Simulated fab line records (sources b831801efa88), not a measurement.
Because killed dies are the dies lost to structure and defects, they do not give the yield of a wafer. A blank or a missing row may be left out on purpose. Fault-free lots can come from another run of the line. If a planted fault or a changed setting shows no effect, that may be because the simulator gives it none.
2 desks, one fault + flow gf180mcu + every desk sees just its own numbers, and what lay behind them comes last

## METROLOGY DESK
Lot by lot, what the gauges showed, no matter which tool ran the lot: averages of those sampled wafers that carry a number. Any lot whose mean is over 4 standard deviations away from the usual mean is out of limits and marked OUT; that distance is given in the brackets.
Columns: A = V2_OVL at GF_V2_OVL_MEAS_15, usual 6 nm; B = V2_W_THK at GF_V2_THK_MEAS_25, usual 342 nm
| lot  | first seen here | A  | B   |
|------|-----------------|----|-----|
| L876 | day 20 10:45    | 2  | 344 |
| L878 | day 20 23:56    | 2  | 350 |
| L879 | day 21 08:37    | 5  | 334 |
| L881 | day 22 02:27    | -1 | 345 |
| L882 | day 22 10:27    | 3  | 345 |
| L883 | day 23 00:24    | 8  | 337 |
| L885 | day 23 13:13    | -1 | 348 |
| L886 | day 24 05:49    | 10 | 355 |
| L887 | day 24 11:47    | 15 | 342 |
| L888 | day 24 19:47    | 4  | 350 |
| L889 | day 25 02:13    | 2  | 342 |
| L890 | day 25 11:17    | 8  | 338 |
| L898 | day 28 02:15    | 8  | 337 |
| L899 | day 28 09:26    | 10 | 342 |
This desk found nothing out of limits on any of the 14 lots.

## AT THE TOOL OWNER'S DESK: litho track-04
The tool's own readings at GF_M3_PEB_12 (peb time 90 s): means of the sampled wafers that have a number, for each lot that ran on this tool. Any lot whose mean is over 4 standard deviations away from the usual mean is out of limits and marked OUT; that distance is given in the brackets.
Columns: A = heater power total W at GF_M3_PEB_12, usual 85.71 W
| lot  | first seen here | A                |
|------|-----------------|------------------|
| L879 | day 22 09:22    | 85.73            |
| L881 | day 23 02:38    | 85.77            |
| L886 | day 25 05:40    | 85.62            |
| L887 | day 25 11:09    | 85.72            |
| L889 | day 26 00:53    | 86.30 (+6.6) OUT |
| L890 | day 26 09:41    | 87.02 (+15) OUT  |
This desk's verdict: out of limits on L889, L890, starting with L889 at day 26 00:53 (heater power total W at GF_M3_PEB_12). In limits: L879, L881, L886, L887.

## ALL TOGETHER
On L889, L890, at day 26 00:53, an alarm was possible from the tool owner's desk.
Nothing out of limits was seen by the metrology desk.
The metrology desk holds a record of L889, L890, inside its limits.
On litho track-04, each named lot ran GF_M3_PEB_12.

## WHAT HAD BEEN PUT IN BY THE SIMULATOR
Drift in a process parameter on litho track-04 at GF_M3_PEB_12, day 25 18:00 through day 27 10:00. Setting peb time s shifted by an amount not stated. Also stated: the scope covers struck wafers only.
Lots struck among those shown: L889, L890.
How many hours passed from the start of the fault until each desk's first out-of-limits reading: the tool owner's desk, 7.
